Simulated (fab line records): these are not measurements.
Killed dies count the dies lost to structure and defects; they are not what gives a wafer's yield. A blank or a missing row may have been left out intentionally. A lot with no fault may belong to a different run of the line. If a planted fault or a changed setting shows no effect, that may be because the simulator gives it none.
Which tool did it? | flow gf180mcu | 13 lots with 39 wafers sampled at 2 steps, on a route of 602 steps

== WHAT THE GAUGES READ, wafer by wafer ==
GF_V1_CD_MEAS_14 targets a cd of 260 nm. Usual: cd nm reads 260.1 nm (standard deviation 1.3).
lot  | measured     | on        | cd nm (nm)        | flag
L345 | day 18 00:23 | cd sem-01 | 260.9 260.2 259.3 |
L346 | day 18 22:42 | cd sem-02 | 260.2 259.9 260.3 |
L348 | day 19 02:37 | cd sem-01 | 258.8 258.0 259.9 |
L349 | day 20 03:07 | cd sem-01 | 261.2 261.7 260.8 |
L351 | day 20 18:19 | cd sem-01 | 262.5 264.7 263.4 |
L352 | day 20 23:20 | cd sem-01 | 261.2 261.6 262.0 |
L353 | day 21 03:45 | cd sem-01 | 259.3 259.0 259.8 |
L356 | day 22 11:14 | cd sem-02 | 260.4 260.0 260.2 |
L360 | day 23 16:19 | cd sem-01 | 260.9 260.0 259.4 |
L361 | day 23 18:34 | cd sem-02 | 260.6 259.8 260.7 |
L366 | day 25 16:22 | cd sem-02 | 260.4 261.1 261.1 |
L367 | day 26 00:25 | cd sem-01 | 258.9 258.9 258.8 |
L368 | day 26 04:35 | cd sem-02 | 259.6 260.1 260.7 |

GF_V1_OVL_MEAS_15. Usual: V1_OVL typically reads 3 nm, with standard deviation 6.2.
lot  | measured     | on         | V1_OVL (nm) | flag
L345 | day 18 00:30 | overlay-02 | 4 1 4       |
L346 | day 18 22:49 | overlay-02 | -5 12 1     |
L348 | day 19 02:42 | overlay-01 | 0 -4 8      |
L349 | day 20 03:13 | overlay-01 | 6 11 9      |
L351 | day 20 18:26 | overlay-02 | 4 0 11      |
L352 | day 20 23:27 | overlay-02 | 1 2 14      |
L353 | day 21 03:51 | overlay-01 | 9 11 6      |
L356 | day 22 11:20 | overlay-02 | -12 -9 -12  |
L360 | day 23 16:26 | overlay-01 | 10 5 1      |
L361 | day 23 18:41 | overlay-02 | 9 8 13      |
L366 | day 25 16:29 | overlay-02 | 3 -2 2      |
L367 | day 26 00:32 | overlay-01 | 1 -2 3      |
L368 | day 26 04:41 | overlay-01 | 5 6 3       |

== EACH LOT AND THE TOOL THAT RAN IT (in order: tool; ch and the chambers of the sampled wafers; start) ==
No process step before these readings appears in the record.

== WHAT THE TOOLS THEMSELVES READ (means of the sampled wafers that have a number; where no wafer has one, the mark that the record gives instead) ==
The record holds no such reading with a usual standard deviation.

== THE ANSWER, worked out from the rows above alone ==
Rule: a lot is off if the mean of its wafers that have a number lies more than 3 standard deviations from the usual mean. Also off: a lot with no number at a reading for which 4 or more lots have one. Any other lot the step has rows for is counted as sound. Order of review: gauges by route order, followed by the tools' own readings, for which a lot's mean as printed above is used. The first step at which some lot is off is used, and at that step the reading that is off furthest; a lot without a number counts as furthest.
Nothing can be told from this: no lot is off at any reading shown.

== WHAT HAD BEEN PUT IN BY THE SIMULATOR ==
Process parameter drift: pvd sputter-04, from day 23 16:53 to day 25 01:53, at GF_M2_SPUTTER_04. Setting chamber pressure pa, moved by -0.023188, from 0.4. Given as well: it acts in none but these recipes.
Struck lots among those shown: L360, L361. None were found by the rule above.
